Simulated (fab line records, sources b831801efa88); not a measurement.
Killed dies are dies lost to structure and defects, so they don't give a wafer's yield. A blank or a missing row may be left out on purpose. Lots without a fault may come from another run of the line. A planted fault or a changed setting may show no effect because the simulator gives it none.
Chamber matching | flow gf180mcu | GF_V5_CMP_26 on cmp-02: 4 sister chambers
The step polishes, stops on SiO2, t overpolish 15 s, target thk 0 nm. 4 wafers are shown with their chamber, then 8 later ones without.

WAFERS WITH THEIR CHAMBER
wafer  | chamber | motor_current_A (A)
L384.2 | 2       | 10.6
L386.2 | 1       | 9.8
L386.6 | 0       | 10.7
L389.1 | 3       | 12.3

WAFERS WITHOUT THEIR CHAMBER
wafer  | motor_current_A (A)
L389.2 | 10.7
L389.4 | 10.2
L391.1 | 10.5
L391.3 | 10.8
L391.4 | 9.8
L392.3 | 11.1
L392.4 | 9.9
L392.6 | 12.5

WHICH CHAMBER EACH WENT THROUGH
wafer  | from the rows above          | in truth
L389.2 | can't be placed: 0 or 2      | 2
L389.4 | can't be placed: 1 or 2 or 0 | 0
L391.1 | can't be placed: 2 or 0      | 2
L391.3 | can't be placed: 0 or 2      | 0
L391.4 | 1                            | 1
L392.3 | can't be placed: 0 or 2      | 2
L392.4 | 1                            | 1
L392.6 | 3                            | 3
Placed correctly: 3 of 8. Can't be placed from these rows: 5 (the true chamber is among the candidates in 5). Placed wrongly: 0.
How it was worked out, from the rows above alone: a wafer's distance from a chamber is the root of the sum, over the readings, of the square of ((its reading less the chamber's mean) divided by the reading's scatter). The wafer belongs to the nearest chamber; if the next one is less than 2 further off, it can't be placed. A chamber's mean is the mean of its shown wafers. The scatter: with one shown wafer a chamber, the root of the mean of the squares of how far each hidden wafer lies from its nearest shown one.
